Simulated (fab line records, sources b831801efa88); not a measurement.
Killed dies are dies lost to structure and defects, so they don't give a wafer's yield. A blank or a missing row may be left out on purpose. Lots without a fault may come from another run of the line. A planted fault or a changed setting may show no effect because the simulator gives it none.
A struck lot beside a sound one | flow gf180mcu | 15 steps out of a route of 602
Sound: wafers L726.4, L726.5, L726.6. Struck: wafers L714.2, L714.5, L714.6. The cause comes at the end.
At each step with rows: each side's tool, then ch and its chambers, then its first start. Under that, the readings that differ: sound wafers | struck wafers | difference of the means | sigmas: that difference in standard deviations of wafers without a fault.
alike: readings whose means differ by less than 2 such deviations, and words and numbers that are the same on both sides. not compared: withheld readings, readings that some wafer has no value for, bounds like >300 that may hide the same value, and numbers for which the record gives no deviation and whose values overlap.
The two part at a step that has a row with sigmas, a row that says differs or no value, or rows on one side only. Numbers that don't overlap but have no deviation are shown without sigmas and don't part them. A reading that every wafer of one side lacks parts them only if that side has two wafers or more.

first, 7 steps without rows for these wafers: GF_DUAL_GATE_DEHYDRATE_04 (time 60 s); GF_DUAL_GATE_HMDS_05 (prime time 60 s); GF_DUAL_GATE_COAT_06 (resist thk 1000 nm); GF_DUAL_GATE_SOFTBAKE_07 (time 60 s); GF_DUAL_GATE_EXPOSE_08 (exposes mask Dualgate, target cd 700 nm); GF_DUAL_GATE_PEB_09; GF_DUAL_GATE_DEVELOP_10 (develop time 60 s).
GF_DUAL_GATE_OVL_MEAS_11:
  sound on overlay-02, day 13 01:43; struck on overlay-01, day 9 13:07
  alike: DUAL_GATE_OVL
then, 1 step without rows for these wafers: GF_DUAL_GATE_WET_ETCH_12 (etches SiO2 in dHF, target depth 13 nm, time 260 s).
GF_DUAL_GATE_STRIP_13: strips in O2/N2.
  sound on plasma_asher-02 ch 0,1, day 13 01:52; struck on plasma_asher-03 ch 0,1, day 9 13:14
  alike: drypump_motor_current_A, heater_power_w, o2_flow_sccm, oes_product_au, strip_time_to_endpoint_s
  not compared: rf_hours_counter_h
then, 2 steps without rows for these wafers: GF_DUAL_GATE_CLEAN_14 (cleans in SC1/SC2, time 150 s); GF_DUAL_GATE_OXIDATION_15 (stabilise 600 s, purge 300 s, target thk 7.098 nm).
GF_POLY_GATE_CVD_00: deposits poly-Si, target thk 200 nm, time 1200 s.
  sound on lpcvd-02 ch 1, day 13 03:50; struck on lpcvd-01 ch 1, day 9 14:56
  reading                                       | sound                | struck               | difference | sigmas
  spike_tc_bottom_C (C)                         | 634 637 637          | 675 677 675          | +40        | +13
  spike_tc_centre_C (C)                         | 620.2 621.1 620.7    | 657.4 659.2 656.0    | +36.9      | +31
  spike_tc_lower_C (C)                          | 619.2 619.7 620.3    | 657.5 656.5 659.2    | +38.0      | +40
  spike_tc_top_C (C)                            | 638 636 636          | 670 670 670          | +33        | +11
  spike_tc_upper_C (C)                          | 619.2 621.9 620.8    | 656.7 659.2 658.3    | +37.4      | +25
  susceptor_temp_C (C)                          | 619.88 619.78 620.07 | 658.11 657.36 657.70 | +37.81     | +99 or more
  zone_power_bottom_pct (%)                     | 11.4 11.7 11.3       | 14.1 14.1 13.6       | +2.5       | +7
  model.poly-Si_of_POLY_GATE_CVD_00.thk_nm (nm) | 200.3 202.7 201.7    | 395.6 394 394.8      | +193.2     |
GF_POLY_GATE_THK_MEAS_01:
  sound on film_metro-01, day 13 05:13; struck on film_metro-02, day 9 16:30
  reading                   | sound             | struck            | difference | sigmas
  POLY_GATE_CVD_00_THK (nm) | 200.4 202.7 201.8 | 395.2 394.0 394.9 | +193.1     | +99 or more
  not compared: hold
GF_PASSIVATION_PROBE_99:
  the record has rows for the sound wafers here (prober-02, day 33 13:45) and none for the struck ones

WHERE THEY PART
First at GF_POLY_GATE_CVD_00; last, within this record, at GF_PASSIVATION_PROBE_99.

WHY: what the simulator had put in
Process parameter drift: lpcvd-01, from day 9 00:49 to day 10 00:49, at GF_POLY_GATE_CVD_00. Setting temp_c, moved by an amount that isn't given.
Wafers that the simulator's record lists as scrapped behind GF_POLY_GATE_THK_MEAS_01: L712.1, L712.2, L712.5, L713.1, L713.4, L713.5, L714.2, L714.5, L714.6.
